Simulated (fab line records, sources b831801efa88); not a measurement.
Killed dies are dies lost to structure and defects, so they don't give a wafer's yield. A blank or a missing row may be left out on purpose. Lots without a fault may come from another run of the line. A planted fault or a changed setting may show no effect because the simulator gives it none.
A struck lot beside a sound one | flow sfq_line | 42 steps out of a route of 325
Sound: wafers L915.1, L915.2, L915.3. Struck: wafer L934.3. (L934.4, L934.5 of the same lot were not struck and are left out.) The cause comes at the end.
At each step with rows: each side's tool, then ch and its chambers, then its first start. Under that, the readings that differ: sound wafers | struck wafers | difference of the means | sigmas: that difference in standard deviations of wafers without a fault.
alike: readings whose means differ by less than 2 such deviations, and words and numbers that are the same on both sides. not compared: withheld readings, readings that some wafer has no value for, bounds like >300 that may hide the same value, and numbers for which the record gives no deviation and whose values overlap.
The two part at a step that has a row with sigmas, a row that says differs or no value, or rows on one side only. Numbers that don't overlap but have no deviation are shown without sigmas and don't part them. A reading that every wafer of one side lacks parts them only if that side has two wafers or more.

first, 6 steps without rows for these wafers: SFQ_TRILAYER_M0_LITHO_COAT_026 (resist thk 62 nm); SFQ_TRILAYER_M0_LITHO_COAT_021 (resist thk 600 nm); SFQ_TRILAYER_M0_LITHO_SOFTBAKE_025; SFQ_TRILAYER_M0_LITHO_EXPOSE_022 (exposes mask M0, target cd 500 nm); SFQ_TRILAYER_M0_LITHO_PEB_024 (peb time 60 s); SFQ_TRILAYER_M0_LITHO_DEVELOP_023 (time 60 s).
SFQ_M0_OVL_MEAS_906:
  sound on overlay-01, day 11 21:52; struck on overlay-02, day 19 00:03
  alike: M0_OVL
then, 2 steps without rows for these wafers: SFQ_TRILAYER_M0_BARC_OPEN_METAL_ETCH_031 (etches BARC in O2, target depth 125 nm, time 41.7 s); SFQ_TRILAYER_M0_ETCH_METAL_ETCH_024 (etches Nb in Cl2/Ar, stops on SiO2, target depth 240 nm, time 120 s).
SFQ_TRILAYER_M0_STRIP_STRIP_025: strips in O2.
  sound on rie_metal-03 ch 0,1, day 11 22:05; struck on rie_metal-01 ch 0, day 19 00:28
  alike: drypump_motor_current_A, oes_product_au
  not compared: rf_hours_counter_h
then, 2 steps without rows for these wafers: SFQ_TRILAYER_M0_STRIP_SOLV_CLEAN_026 (cleans in NMP, time 600 s); SFQ_TRILAYER_I0_DEP_PECVD_027 (deposits SiO2 from SiH4/N2O, time 111.11 s, target thk 500 nm).
SFQ_TRILAYER_I0_CMP_CMP_028: polishes SiO2.
  sound on cmp-01 ch 0,1,2, day 12 04:05; struck on cmp-02 ch 2, day 19 01:07
  reading                                             | sound           | struck | difference | sigmas
  time_to_endpoint_s (s)                              | 218 208 214     | 276    | +63        | +8
  model.SiO2_of_TRILAYER_I0_DEP_PECVD_027.thk_nm (nm) | 201 199.8 199.4 | 304.1  | +104.0     |
  alike: motor_current_A, platen_rpm
SFQ_I0_BOW_MEAS_907:
  sound on film_metro-01, day 12 06:35; struck on film_metro-01, day 19 04:09
  alike: I0_BOW
SFQ_TRILAYER_I0_METRO_MEASURE_029:
  sound on film_metro-01, day 12 06:42; struck on film_metro-01, day 19 04:38
  reading     | sound             | struck | difference | sigmas
  thk_nm (nm) | 201.1 199.9 199.4 | 303.9  | +103.8     | +99 or more
then, 6 steps without rows for these wafers: SFQ_TRILAYER_I0_VIA_LITHO_COAT_036 (resist thk 62 nm); SFQ_TRILAYER_I0_VIA_LITHO_COAT_031 (resist thk 650 nm); SFQ_TRILAYER_I0_VIA_LITHO_SOFTBAKE_035; SFQ_TRILAYER_I0_VIA_LITHO_EXPOSE_032 (exposes mask I0, target cd 500 nm); SFQ_TRILAYER_I0_VIA_LITHO_PEB_034 (peb time 60 s); SFQ_TRILAYER_I0_VIA_LITHO_DEVELOP_033 (time 60 s).
-- the record jumps here: 4 days lie between the struck wafers' starts before and after --
SFQ_I0_OVL_MEAS_908:
  sound on overlay-01, day 13 15:35; struck on overlay-01, day 23 12:51
  alike: I0_OVL
then, 1 step without rows for these wafers: SFQ_TRILAYER_I0_VIA_BARC_OPEN_VIA_ETCH_046 (etches BARC in O2, target depth 125 nm, time 41.7 s).
SFQ_TRILAYER_I0_VIA_ETCH_VIA_ETCH_034: etches SiO2 in CHF3, stops on Nb, target depth 260 nm.
  sound on rie_diel-02 ch 1,2,3, day 13 15:40; struck on rie_diel-02 ch 3, day 23 12:55
  reading                        | sound             | struck | difference | sigmas
  oes_product_au (a.u.)          | 0.861 0.849 0.853 | 0.971  | +0.117     | +23
  model.etch.depth_nm (nm)       | 201 199.8 199.4   | 249.9  | +49.8      |
  model.I0.feature_depth_nm (nm) | 201 199.8 199.4   | 249.9  | +49.8      |
  alike: drypump_motor_current_A, rf_fwd_power_W
SFQ_TRILAYER_I0_VIA_STRIP_STRIP_035: strips in O2.
  sound on rie_metal-04 ch 0,1, day 13 15:47; struck on rie_metal-01 ch 1, day 23 13:17
  alike: drypump_motor_current_A, oes_product_au
  not compared: rf_hours_counter_h
then, 1 step without rows for these wafers: SFQ_TRILAYER_I0_VIA_STRIP_SOLV_CLEAN_036 (cleans in NMP, time 600 s).
SFQ_TRILAYER_M1_DEP_PRE_CLEAN_038: time 22.5 s.
  sound on pvd_sputter-06, day 13 16:33; struck on pvd_sputter-05, day 23 14:00
  reading                                             | sound             | struck | difference | sigmas
  model.SiO2_of_TRILAYER_I0_DEP_PECVD_027.thk_nm (nm) | 193.5 192.3 191.9 | 296.6  | +104.0     |
then, 1 step without rows for these wafers: SFQ_TRILAYER_M1_DEP_SPUTTER_037 (material Nb, target thk 200 nm, time 133.3 s).
SFQ_M1_RS_MEAS_909: measures by four-point-probe.
  sound on film_metro-03, day 13 16:40; struck on film_metro-01, day 23 14:10
  alike: M1_NB_RS
then, 6 steps without rows for these wafers: SFQ_TRILAYER_M1_LITHO_COAT_044 (resist thk 62 nm); SFQ_TRILAYER_M1_LITHO_COAT_039 (resist thk 600 nm); SFQ_TRILAYER_M1_LITHO_SOFTBAKE_043; SFQ_TRILAYER_M1_LITHO_EXPOSE_040 (exposes mask M1, target cd 500 nm); SFQ_TRILAYER_M1_LITHO_PEB_042 (peb time 60 s); SFQ_TRILAYER_M1_LITHO_DEVELOP_041 (time 60 s).
-- the record jumps here: 7 days lie between the struck wafers' starts before and after --
SFQ_M1_OVL_MEAS_911:
  sound on overlay-01, day 18 15:31; struck on overlay-02, day 30 02:27
  alike: M1_OVL
SFQ_TRILAYER_M1_BARC_OPEN_METAL_ETCH_054: etches BARC in O2, target depth 125 nm, time 41.7 s.
  sound on rie_metal-03 ch 0,1, day 18 15:33; struck on rie_metal-04 ch 1, day 30 02:30
  alike: drypump_motor_current_A, oes_product_au, rf_fwd_power_W
  not compared: rf_hours_counter_h
SFQ_TRILAYER_M1_ETCH_METAL_ETCH_042: etches Nb in Cl2/Ar, stops on SiO2, target depth 240 nm, time 120 s.
  sound on rie_metal-03 ch 0,1, day 18 15:37; struck on rie_metal-04 ch 1, day 30 02:35
  reading            | sound             | struck | difference | sigmas
  rf_fwd_power_W (W) | 597.5 597.6 599.0 | 594.2  | -3.8       | -2
  alike: drypump_motor_current_A, oes_product_au
  not compared: rf_hours_counter_h
then, 2 steps without rows for these wafers: SFQ_TRILAYER_M1_STRIP_STRIP_043 (strips in O2); SFQ_TRILAYER_M1_STRIP_SOLV_CLEAN_044 (cleans in NMP, time 600 s).
SFQ_TRILAYER_I1_DEP_PECVD_045: deposits SiO2 from SiH4/N2O, time 111.11 s, target thk 500 nm.
  sound on pecvd-01 ch 0,1,2, day 18 16:31; struck on pecvd-02 ch 0, day 30 03:26
  alike: heater_power_outer_w, heater_power_w, rf_fwd_power_W, throttle_valve_pct
-- the record jumps here: 63 days lie between the struck wafers' starts before and after --
SFQ_M8_BOW_MEAS_951:
  sound on film_metro-02, day 74 03:59; struck on film_metro-01, day 92 19:45
  reading                 | sound             | struck | difference | sigmas
  model.etest.i0.link_ohm | 1.974 1.998 1.978 | 1e+06  | +1e+06     |
  alike: M8_BOW

WHERE THEY PART
First at SFQ_TRILAYER_I0_CMP_CMP_028; last, within this record, at SFQ_TRILAYER_M1_ETCH_METAL_ETCH_042. Later steps at which nothing parts them and some readings are alike: SFQ_TRILAYER_I1_DEP_PECVD_045, SFQ_M8_BOW_MEAS_951.

WHY: what the simulator had put in
Process parameter drift: cmp-02, from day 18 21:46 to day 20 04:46, at SFQ_TRILAYER_I0_CMP_CMP_028. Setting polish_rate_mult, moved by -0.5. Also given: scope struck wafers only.
